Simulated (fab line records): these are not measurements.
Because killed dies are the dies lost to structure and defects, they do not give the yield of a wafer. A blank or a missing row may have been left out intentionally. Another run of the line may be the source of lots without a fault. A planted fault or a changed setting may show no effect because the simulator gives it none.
2 desks, one fault -- flow sky130 -- numbers are kept per desk, each desk with only its own; the story behind them comes last

TOOL OWNER'S DESK, krf_scanner-02
The tool's own readings at SKY_METAL2_EXPOSE_12 (exposes mask MM2, target cd 140 nm): means of the sampled wafers that have a number, for each lot that ran on this tool. A lot is out of limits, marked OUT, if its mean lies more than 4 standard deviations from the usual mean; the brackets give that distance.
Columns: A = exposure_dose_mJ_cm2 at SKY_METAL2_EXPOSE_12, usual 28.05
lot,first seen here,A
L659,day 34 12:07,28.06
L660,day 34 13:37,28.02
L661,day 35 09:10,28.06
L666,day 36 21:13,28.07
L667,day 37 10:04,28.01
L671,day 38 08:05,28.07
L672,day 38 23:09,28.02
This desk's finding: nothing out of limits on any of the 7 lots.

FROM THE METROLOGY DESK
Lot by lot, what the gauges showed, no matter which tool ran the lot: averages of those sampled wafers that carry a number. A lot is out of limits, marked OUT, if its mean lies more than 4 standard deviations from the usual mean; the brackets give that distance.
Columns: A = cd_nm at SKY_METAL2_CD_MEAS_15, usual 140.4 nm; B = METAL2_OVL at SKY_METAL2_OVL_MEAS_16, usual 0 nm
lot,first seen here,A,B
L659,day 35 00:48,139.5,1
L660,day 35 02:49,141.1,2
L661,day 35 22:27,138.7,-5
L662,day 36 00:49,141.4,-1
L663,day 36 22:15,140.1,3
L666,day 37 10:10,140.9,5
L667,day 37 22:16,139.2,-2
L671,day 38 20:04,139.2,-8
L672,day 39 11:59,141.4,-1
L675,day 40 07:36,141.4,6
L678,day 40 21:48,143.1,-5
L680,day 41 05:48,141.7,2
L681,day 41 18:49,140.2,0
L682,day 42 08:27,140.5,-3
This desk's finding: nothing out of limits on any of the 14 lots.

ALL TOGETHER
The desk of the tool owner found nothing out of limits.
Nothing out of limits was seen by the metrology desk.

WHAT THE SIMULATOR PUT IN
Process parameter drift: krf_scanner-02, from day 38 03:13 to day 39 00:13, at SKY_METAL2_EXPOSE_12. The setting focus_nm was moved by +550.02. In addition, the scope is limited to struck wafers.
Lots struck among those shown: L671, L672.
